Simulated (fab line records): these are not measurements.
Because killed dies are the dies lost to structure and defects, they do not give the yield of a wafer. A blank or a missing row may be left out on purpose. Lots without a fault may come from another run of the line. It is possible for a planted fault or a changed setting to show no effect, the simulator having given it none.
Which tool is to blame? / flow gf180mcu / 11 lots with 33 wafers sampled at 7 steps, on a route of 602 steps

WHAT THE GAUGES READ, wafer by wafer
GF_PSD_TW_MEAS_11. Usual: PSD_TW 3170, standard deviation 19.
lot=L949; measured=day 14 15:16; on=film metro-03; PSD_TW=3168 3165 3155; flag=
lot=L953; measured=day 16 01:25; on=film metro-01; PSD_TW=3165 3166 3184; flag=
lot=L954; measured=day 16 10:00; on=film metro-03; PSD_TW=3126 3131 3132; flag=
lot=L955; measured=day 16 20:25; on=film metro-03; PSD_TW=3126 3135 3151; flag=
lot=L957; measured=day 17 15:57; on=film metro-01; PSD_TW=3184 3197 3192; flag=
lot=L958; measured=day 17 18:49; on=film metro-01; PSD_TW=3181 3187 3193; flag=
lot=L961; measured=day 18 17:55; on=film metro-03; PSD_TW=2996 3006 3004; flag=OFF
lot=L962; measured=day 19 02:06; on=film metro-02; PSD_TW=2976 2992 2980; flag=OFF
lot=L965; measured=day 20 07:26; on=film metro-01; PSD_TW=3189 3172 3176; flag=
lot=L967; measured=day 20 22:43; on=film metro-02; PSD_TW=3187 3191 3204; flag=
lot=L970; measured=day 21 23:34; on=film metro-02; PSD_TW=3176 3163 3150; flag=

GF_PSD_RS_MEAS_15: a four-point-probe measurement. Usual: PSD_RS 108.43 ohm/sq, standard deviation 0.27.
lot=L949; measured=day 14 15:35; on=film metro-03; PSD_RS (ohm/sq)=108.48 108.52 108.15; flag=
lot=L953; measured=day 16 01:45; on=film metro-02; PSD_RS (ohm/sq)=108.25 108.16 108.29; flag=
lot=L954; measured=day 16 10:19; on=film metro-03; PSD_RS (ohm/sq)=108.34 108.63 108.50; flag=
lot=L955; measured=day 16 20:45; on=film metro-03; PSD_RS (ohm/sq)=109.05 108.70 108.36; flag=
lot=L957; measured=day 17 16:17; on=film metro-02; PSD_RS (ohm/sq)=108.52 108.65 108.68; flag=
lot=L958; measured=day 17 19:08; on=film metro-03; PSD_RS (ohm/sq)=108.59 108.71 108.65; flag=
lot=L961; measured=day 18 18:16; on=film metro-02; PSD_RS (ohm/sq)=122.47 122.46 122.67; flag=OFF
lot=L962; measured=day 19 02:29; on=film metro-03; PSD_RS (ohm/sq)=122.99 123.36 123.12; flag=OFF
lot=L965; measured=day 20 07:45; on=film metro-01; PSD_RS (ohm/sq)=108.28 108.55 108.63; flag=
lot=L967; measured=day 20 23:04; on=film metro-01; PSD_RS (ohm/sq)=107.81 108.04 108.37; flag=
lot=L970; measured=day 21 23:53; on=film metro-02; PSD_RS (ohm/sq)=108.27 108.12 107.89; flag=

GF_MIM_THK_MEAS_06. Usual: MIM_CVD_05_THK 41.9 nm, standard deviation 0.57.
lot=L949; measured=day 24 20:52; on=film metro-03; MIM_CVD_05_THK (nm)=42.0 41.5 42.1; flag=
lot=L953; measured=day 26 06:34; on=film metro-02; MIM_CVD_05_THK (nm)=42.1 43.5 42.6; flag=
lot=L954; measured=day 26 13:07; on=film metro-02; MIM_CVD_05_THK (nm)=41.6 41.2 42.2; flag=
lot=L955; measured=day 27 00:30; on=film metro-02; MIM_CVD_05_THK (nm)=41.8 43.0 42.4; flag=
lot=L957; measured=day 27 17:23; on=film metro-02; MIM_CVD_05_THK (nm)=40.9 41.4 41.6; flag=
lot=L958; measured=day 27 23:19; on=film metro-01; MIM_CVD_05_THK (nm)=42.2 42.8 41.9; flag=
lot=L961; measured=day 28 17:18; on=film metro-02; MIM_CVD_05_THK (nm)=42.1 42.8 41.9; flag=
lot=L962; measured=day 28 22:54; on=film metro-01; MIM_CVD_05_THK (nm)=41.7 42.0 42.4; flag=
lot=L965; measured=day 29 21:34; on=film metro-01; MIM_CVD_05_THK (nm)=42.0 42.6 42.6; flag=
lot=L967; measured=day 30 12:30; on=film metro-02; MIM_CVD_05_THK (nm)=43.3 42.0 42.5; flag=
lot=L970; measured=day 31 07:58; on=film metro-03; MIM_CVD_05_THK (nm)=41.1 42.0 41.7; flag=

WHICH TOOL RAN EACH LOT (tool, then ch and the chambers of the sampled wafers, then the start)
lot=L949; GF_PSD_IMPLANT_09=implanter-01 ch 0, day 14 15:01; GF_PSD_STRIP_10=plasma asher-01 ch 0,1, day 14 15:10; GF_V3_CMP_26=cmp-02 ch 1,2,3, day 22 20:04; GF_V4_CMP_26=cmp-02 ch 0,2,3, day 24 20:18
lot=L953; GF_PSD_IMPLANT_09=implanter-04 ch 0, day 16 01:11; GF_PSD_STRIP_10=plasma asher-01 ch 0,1, day 16 01:19; GF_V3_CMP_26=cmp-01 ch 1,2,3, day 24 08:26; GF_V4_CMP_26=cmp-01 ch 1,2,3, day 26 06:05
lot=L954; GF_PSD_IMPLANT_09=implanter-04 ch 0, day 16 09:46; GF_PSD_STRIP_10=plasma asher-02 ch 0,1, day 16 09:53; GF_V3_CMP_26=cmp-02 ch 1,3, day 24 15:44; GF_V4_CMP_26=cmp-02 ch 0,2, day 26 12:33
lot=L955; GF_PSD_IMPLANT_09=implanter-04 ch 0, day 16 20:11; GF_PSD_STRIP_10=plasma asher-01 ch 0,1, day 16 20:19; GF_V3_CMP_26=cmp-01 ch 0,2,3, day 25 02:56; GF_V4_CMP_26=cmp-02 ch 0,1,2, day 26 23:58
lot=L957; GF_PSD_IMPLANT_09=implanter-04 ch 0, day 17 15:43; GF_PSD_STRIP_10=plasma asher-02 ch 0,1, day 17 15:50; GF_V3_CMP_26=cmp-01 ch 0,2,3, day 25 20:57; GF_V4_CMP_26=cmp-01 ch 0,2, day 27 16:50
lot=L958; GF_PSD_IMPLANT_09=implanter-04 ch 0, day 17 18:35; GF_PSD_STRIP_10=plasma asher-04 ch 0,1, day 17 18:43; GF_V3_CMP_26=cmp-01 ch 2,3, day 26 01:41; GF_V4_CMP_26=cmp-02 ch 0,1,2, day 27 22:51
lot=L961; GF_PSD_IMPLANT_09=implanter-04 ch 0, day 18 17:43; GF_PSD_STRIP_10=plasma asher-01 ch 0,1, day 18 17:49; GF_V3_CMP_26=cmp-01 ch 0,1,2, day 26 21:29; GF_V4_CMP_26=cmp-02 ch 0,1,2, day 28 16:48
lot=L962; GF_PSD_IMPLANT_09=implanter-04 ch 0, day 19 01:52; GF_PSD_STRIP_10=plasma asher-02 ch 1, day 19 01:59; GF_V3_CMP_26=cmp-01 ch 0,2,3, day 27 03:10; GF_V4_CMP_26=cmp-02 ch 0,2, day 28 22:23
lot=L965; GF_PSD_IMPLANT_09=implanter-01 ch 0, day 20 07:11; GF_PSD_STRIP_10=plasma asher-04 ch 0,1, day 20 07:20; GF_V3_CMP_26=cmp-02 ch 0,1,3, day 28 02:56; GF_V4_CMP_26=cmp-02 ch 0,2,3, day 29 21:01
lot=L967; GF_PSD_IMPLANT_09=implanter-03 ch 0, day 20 22:31; GF_PSD_STRIP_10=plasma asher-01 ch 0,1, day 20 22:37; GF_V3_CMP_26=cmp-02 ch 0,2,3, day 28 18:29; GF_V4_CMP_26=cmp-02 ch 0,1,3, day 30 12:01
lot=L970; GF_PSD_IMPLANT_09=implanter-03 ch 0, day 21 23:20; GF_PSD_STRIP_10=plasma asher-02 ch 0,1, day 21 23:28; GF_V3_CMP_26=cmp-02 ch 0,2,3, day 29 14:30; GF_V4_CMP_26=cmp-02 ch 1,2, day 31 07:27
- GF_PSD_IMPLANT_09
- GF_PSD_STRIP_10: strips in O2/N2.
- GF_V3_CMP_26: polishes, stops on SiO2, t overpolish 15 s, target thk 0 nm.
- GF_V4_CMP_26: polishes, stops on SiO2, t overpolish 15 s, target thk 0 nm.

AS READ BY THE TOOLS THEMSELVES (means over the sampled wafers that have a number; for cases with no such wafer, the mark the record gives instead)
GF_PSD_IMPLANT_09. Usual: beam on s 10.00 s, standard deviation 0.19; dose ions cm2 1.4999e+15, standard deviation 1.5e+12; faraday current uA 8251, standard deviation 160.
lot=L949; tool=implanter-01; beam on s (s)=9.94; dose ions cm2=1.5008e+15; faraday current uA=8285; flag=
lot=L953; tool=implanter-04; beam on s (s)=10.06; dose ions cm2=1.4993e+15; faraday current uA=8239; flag=
lot=L954; tool=implanter-04; beam on s (s)=9.98; dose ions cm2=1.4990e+15; faraday current uA=8275; flag=
lot=L955; tool=implanter-04; beam on s (s)=9.84; dose ions cm2=1.5007e+15; faraday current uA=8374; flag=
lot=L957; tool=implanter-04; beam on s (s)=10.12; dose ions cm2=1.5009e+15; faraday current uA=8140; flag=
lot=L958; tool=implanter-04; beam on s (s)=9.97; dose ions cm2=1.4983e+15; faraday current uA=8312; flag=
lot=L961; tool=implanter-04; beam on s (s)=7.74; dose ions cm2=1.5002e+15; faraday current uA=10641; flag=OFF
lot=L962; tool=implanter-04; beam on s (s)=7.76; dose ions cm2=1.5011e+15; faraday current uA=10635; flag=OFF
lot=L965; tool=implanter-01; beam on s (s)=10.14; dose ions cm2=1.5010e+15; faraday current uA=8144; flag=
lot=L967; tool=implanter-03; beam on s (s)=10.14; dose ions cm2=1.4994e+15; faraday current uA=8116; flag=
lot=L970; tool=implanter-03; beam on s (s)=10.14; dose ions cm2=1.5015e+15; faraday current uA=8140; flag=

GF_PSD_STRIP_10. Usual: drypump motor current A 6.0 A, standard deviation 0.56; heater power w 320 W, standard deviation 8.7; oes product au 0.593 a.u., standard deviation 0.0044; strip time to endpoint s 16.53 s, standard deviation 0.037.
lot=L949; tool=plasma asher-01; drypump motor current A (A)=5.7; heater power w (W)=316; oes product au (a.u.)=0.589; strip time to endpoint s (s)=16.53; flag=
lot=L953; tool=plasma asher-01; drypump motor current A (A)=6.2; heater power w (W)=328; oes product au (a.u.)=0.593; strip time to endpoint s (s)=16.54; flag=
lot=L954; tool=plasma asher-02; drypump motor current A (A)=5.9; heater power w (W)=305; oes product au (a.u.)=0.596; strip time to endpoint s (s)=16.57; flag=
lot=L955; tool=plasma asher-01; drypump motor current A (A)=6.2; heater power w (W)=328; oes product au (a.u.)=0.590; strip time to endpoint s (s)=16.64; flag=
lot=L957; tool=plasma asher-02; drypump motor current A (A)=6.0; heater power w (W)=313; oes product au (a.u.)=0.594; strip time to endpoint s (s)=16.54; flag=
lot=L958; tool=plasma asher-04; drypump motor current A (A)=5.9; heater power w (W)=329; oes product au (a.u.)=0.591; strip time to endpoint s (s)=16.55; flag=
lot=L961; tool=plasma asher-01; drypump motor current A (A)=5.7; heater power w (W)=320; oes product au (a.u.)=0.609; strip time to endpoint s (s)=15.69; flag=OFF
lot=L962; tool=plasma asher-02; drypump motor current A (A)=6.5; heater power w (W)=311; oes product au (a.u.)=0.615; strip time to endpoint s (s)=15.69; flag=OFF
lot=L965; tool=plasma asher-04; drypump motor current A (A)=5.8; heater power w (W)=326; oes product au (a.u.)=0.591; strip time to endpoint s (s)=16.55; flag=
lot=L967; tool=plasma asher-01; drypump motor current A (A)=5.7; heater power w (W)=321; oes product au (a.u.)=0.594; strip time to endpoint s (s)=16.52; flag=
lot=L970; tool=plasma asher-02; drypump motor current A (A)=6.2; heater power w (W)=317; oes product au (a.u.)=0.599; strip time to endpoint s (s)=16.54; flag=

GF_V3_CMP_26. Usual: motor current A 10.5 A, standard deviation 1.2; overpolish run s 15.001 s, standard deviation 0.0091; retaining ring pressure frac 1.000, standard deviation 0.0052; time to endpoint s 82.5 s, standard deviation 2.8.
lot=L949; tool=cmp-02; motor current A (A)=9.8; overpolish run s (s)=14.988; retaining ring pressure frac=0.997; time to endpoint s (s)=76.5; flag=
lot=L953; tool=cmp-01; motor current A (A)=10.7; overpolish run s (s)=15.007; retaining ring pressure frac=0.998; time to endpoint s (s)=81.5; flag=
lot=L954; tool=cmp-02; motor current A (A)=10.6; overpolish run s (s)=14.997; retaining ring pressure frac=0.998; time to endpoint s (s)=82.1; flag=
lot=L955; tool=cmp-01; motor current A (A)=10.7; overpolish run s (s)=15.002; retaining ring pressure frac=1.002; time to endpoint s (s)=83.8; flag=
lot=L957; tool=cmp-01; motor current A (A)=10.6; overpolish run s (s)=15.006; retaining ring pressure frac=0.998; time to endpoint s (s)=82.7; flag=
lot=L958; tool=cmp-01; motor current A (A)=10.1; overpolish run s (s)=14.993; retaining ring pressure frac=0.998; time to endpoint s (s)=79.1; flag=
lot=L961; tool=cmp-01; motor current A (A)=11.1; overpolish run s (s)=15.005; retaining ring pressure frac=0.996; time to endpoint s (s)=82.4; flag=
lot=L962; tool=cmp-01; motor current A (A)=10.9; overpolish run s (s)=15.004; retaining ring pressure frac=0.995; time to endpoint s (s)=80.8; flag=
lot=L965; tool=cmp-02; motor current A (A)=10.6; overpolish run s (s)=15.001; retaining ring pressure frac=0.997; time to endpoint s (s)=86.2; flag=
lot=L967; tool=cmp-02; motor current A (A)=10.3; overpolish run s (s)=15.001; retaining ring pressure frac=1.003; time to endpoint s (s)=83.1; flag=
lot=L970; tool=cmp-02; motor current A (A)=10.2; overpolish run s (s)=15.007; retaining ring pressure frac=1.006; time to endpoint s (s)=84.4; flag=

GF_V4_CMP_26. Usual: motor current A 10.5 A, standard deviation 1.2; overpolish run s 15.001 s, standard deviation 0.0092; retaining ring pressure frac 1.000, standard deviation 0.0044; time to endpoint s 83.5 s, standard deviation 2.9.
lot=L949; tool=cmp-02; motor current A (A)=10.0; overpolish run s (s)=15.009; retaining ring pressure frac=0.996; time to endpoint s (s)=86.0; flag=
lot=L953; tool=cmp-01; motor current A (A)=10.9; overpolish run s (s)=15.003; retaining ring pressure frac=0.999; time to endpoint s (s)=82.5; flag=
lot=L954; tool=cmp-02; motor current A (A)=9.9; overpolish run s (s)=15.005; retaining ring pressure frac=1.000; time to endpoint s (s)=81.9; flag=
lot=L955; tool=cmp-02; motor current A (A)=9.9; overpolish run s (s)=15.001; retaining ring pressure frac=0.999; time to endpoint s (s)=80.4; flag=
lot=L957; tool=cmp-01; motor current A (A)=11.5; overpolish run s (s)=14.993; retaining ring pressure frac=1.003; time to endpoint s (s)=81.6; flag=
lot=L958; tool=cmp-02; motor current A (A)=10.0; overpolish run s (s)=14.995; retaining ring pressure frac=1.001; time to endpoint s (s)=84.5; flag=
lot=L961; tool=cmp-02; motor current A (A)=10.1; overpolish run s (s)=15.004; retaining ring pressure frac=1.000; time to endpoint s (s)=84.1; flag=
lot=L962; tool=cmp-02; motor current A (A)=10.3; overpolish run s (s)=14.999; retaining ring pressure frac=0.993; time to endpoint s (s)=86.0; flag=
lot=L965; tool=cmp-02; motor current A (A)=10.1; overpolish run s (s)=15.006; retaining ring pressure frac=0.997; time to endpoint s (s)=87.2; flag=
lot=L967; tool=cmp-02; motor current A (A)=10.6; overpolish run s (s)=14.998; retaining ring pressure frac=1.000; time to endpoint s (s)=83.6; flag=
lot=L970; tool=cmp-02; motor current A (A)=9.3; overpolish run s (s)=15.009; retaining ring pressure frac=0.999; time to endpoint s (s)=83.2; flag=

THE ANSWER, worked out from the rows above alone
Rule: a lot is off if the mean of its wafers that have a number lies more than 3 standard deviations from the usual mean. Also off: a lot with no number at a reading for which 4 or more lots have one. Any other lot the step has rows for is counted as sound. First the gauges in route order, then the tools' own readings, where a lot's mean is used as printed above. At the first step where some lot is off, the reading lying furthest off is the one used; lots without a number count as furthest.
Off: at GF_PSD_TW_MEAS_11 (PSD_TW), L961, L962.
A tool fits if, at a process step before that reading, it ran every lot that is off, and no sound lot after the first of them. The gauges at GF_PSD_TW_MEAS_11 aren't tried: what is off there is off at GF_PSD_IMPLANT_09 too, on other tools, and a gauge's error can't cause that. One fits: implanter-04 at GF_PSD_IMPLANT_09. A fault onset in the window from L958 (day 17 18:35, its last sound lot) to L961 (day 18 17:43, its first lot off) fits.
The tool's own readings at GF_PSD_IMPLANT_09 bear it out: on the lots that are off they differ by more than 5 times the standard deviation of the sound lots' means. beam on s reads 7.75 s there against 10.04 s on the sound lots; faraday current uA reads 10638 there against 8225 on the sound lots.

WHAT THE SIMULATOR PUT IN
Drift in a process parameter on implanter-04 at GF_PSD_IMPLANT_09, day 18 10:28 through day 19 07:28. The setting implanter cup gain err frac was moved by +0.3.
Shown lots that were struck: L961, L962. The rule given above showed the same thing.
